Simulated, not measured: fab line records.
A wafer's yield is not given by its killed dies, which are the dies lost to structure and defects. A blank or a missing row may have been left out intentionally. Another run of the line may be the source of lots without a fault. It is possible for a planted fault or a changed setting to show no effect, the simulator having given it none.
Chamber matching + flow gf180mcu + GF_V3_ETCH_16 on rie-diel-04 has 4 sister chambers
The step etches BARC in N2/H2. 4 wafers are shown with their chamber, then 7 later ones without.

## WAFERS WITH THEIR CHAMBER
| wafer  | chamber | throttle-valve-pct (%) |
|--------|---------|------------------------|
| L227.6 | 1       | 13.217                 |
| L243.3 | 2       | 13.232                 |
| L244.3 | 0       | 13.219                 |
| L244.5 | 3       | 13.224                 |

## WAFERS MISSING THEIR CHAMBER
| wafer  | throttle-valve-pct (%) |
|--------|------------------------|
| L244.6 | 13.222                 |
| L248.1 | 13.223                 |
| L248.3 | 13.224                 |
| L248.6 | 13.220                 |
| L249.1 | 13.241                 |
| L249.4 | 13.247                 |
| L249.5 | 13.241                 |

## THE CHAMBER EACH PASSED THROUGH
| wafer  | from the rows above               | in truth |
|--------|-----------------------------------|----------|
| L244.6 | can't be placed: 3 or 0 or 1 or 2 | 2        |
| L248.1 | can't be placed: 3 or 0 or 1 or 2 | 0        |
| L248.3 | can't be placed: 3 or 0 or 1 or 2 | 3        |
| L248.6 | can't be placed: 0 or 1 or 3 or 2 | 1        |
| L249.1 | can't be placed: 2 or 3 or 0      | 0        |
| L249.4 | can't be placed: 2 or 3 or 0      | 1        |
| L249.5 | can't be placed: 2 or 3 or 0      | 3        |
Placed correctly: 0 of 7. Can't be placed from these rows: 7 (the true chamber is among the candidates in 6). Placed wrongly: 0.
How it was worked out, from the rows above alone: a wafer's distance from a chamber is the root of the sum, over the readings, of the square of ((its reading less the chamber's mean) divided by the reading's scatter). The wafer belongs to the nearest chamber; if the next one is less than 2 further off, it can't be placed. For every chamber, the mean is computed from those of its wafers that are shown. The scatter: with one shown wafer a chamber, the root of the mean of the squares of how far each hidden wafer lies from its nearest shown one.
